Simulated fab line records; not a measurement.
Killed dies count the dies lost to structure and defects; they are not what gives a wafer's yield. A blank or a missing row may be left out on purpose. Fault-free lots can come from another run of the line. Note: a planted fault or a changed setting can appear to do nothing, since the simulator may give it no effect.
The same fault as seen by 2 desks -- flow gf180mcu -- every desk sees just its own numbers, and what lay behind them comes last

== DESK OF THE TOOL OWNER: litho-track-03 ==
The tool's own readings at GF_CONTACT_SOFTBAKE_10 (time 60 s): means of the sampled wafers that have a number, for each lot that ran on this tool. The brackets show how far a lot's mean lies from the usual mean; more than 4 standard deviations puts the lot out of limits, marked OUT.
Columns: A = heater-power-total-W at GF_CONTACT_SOFTBAKE_10, usual 93.05 W; B = run-length-s at GF_CONTACT_SOFTBAKE_10, usual 89.0 s
lot,first seen here,A,B
L571,day 16 17:00,93.07,88.8
L574,day 17 10:00,93.03,88.9
L575,day 18 00:00,92.98,88.9
L578,day 19 01:00,93.05,88.9
L580,day 19 18:00,93.07,88.8
L587,day 22 03:00,94.65 (+30) OUT,85.9 (-9.4) OUT
L590,day 23 01:00,94.64 (+30) OUT,85.9 (-9.5) OUT
This desk finds L587, L590 out of limits, L587 being first, at day 22 03:00 (heater-power-total-W at GF_CONTACT_SOFTBAKE_10). L571, L574, L575, L578, L580 stayed within limits.

== METROLOGY DESK ==
Lot by lot, what the gauges showed, no matter which tool ran the lot: averages of those sampled wafers that carry a number. The brackets show how far a lot's mean lies from the usual mean; more than 4 standard deviations puts the lot out of limits, marked OUT.
Columns: A = V2_W_THK at GF_V2_THK_MEAS_25, usual 359 nm
lot,first seen here,A
L569,day 20 20:48,362
L571,day 21 12:32,351
L574,day 22 04:38,356
L575,day 22 17:10,366
L576,day 23 07:21,364
L578,day 23 16:04,360
L579,day 23 19:13,357
L580,day 24 10:20,362
L586,day 26 08:11,358
L587,day 26 12:32,353
L588,day 26 23:29,357
L590,day 27 08:43,363
L591,day 27 15:05,360
L592,day 27 22:53,362
Result from this desk: across the 14 lots, nothing is out of limits.

== PUT TOGETHER ==
At day 22 03:00, on L587, L590, the tool owner's desk was in a position to raise an alarm.
Nothing out of limits was seen by the metrology desk.
The metrology desk holds a record of L587, L590, inside its limits.
GF_CONTACT_SOFTBAKE_10 was run on litho-track-03 by each of the lots named.

== WHAT THE SIMULATOR PUT IN ==
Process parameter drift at GF_CONTACT_SOFTBAKE_10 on litho-track-03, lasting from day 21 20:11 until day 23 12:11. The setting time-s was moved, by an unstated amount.
Struck lots among those shown: L587, L590.
How many hours passed from the start of the fault until each desk's first out-of-limits reading: the tool owner's desk, 7.
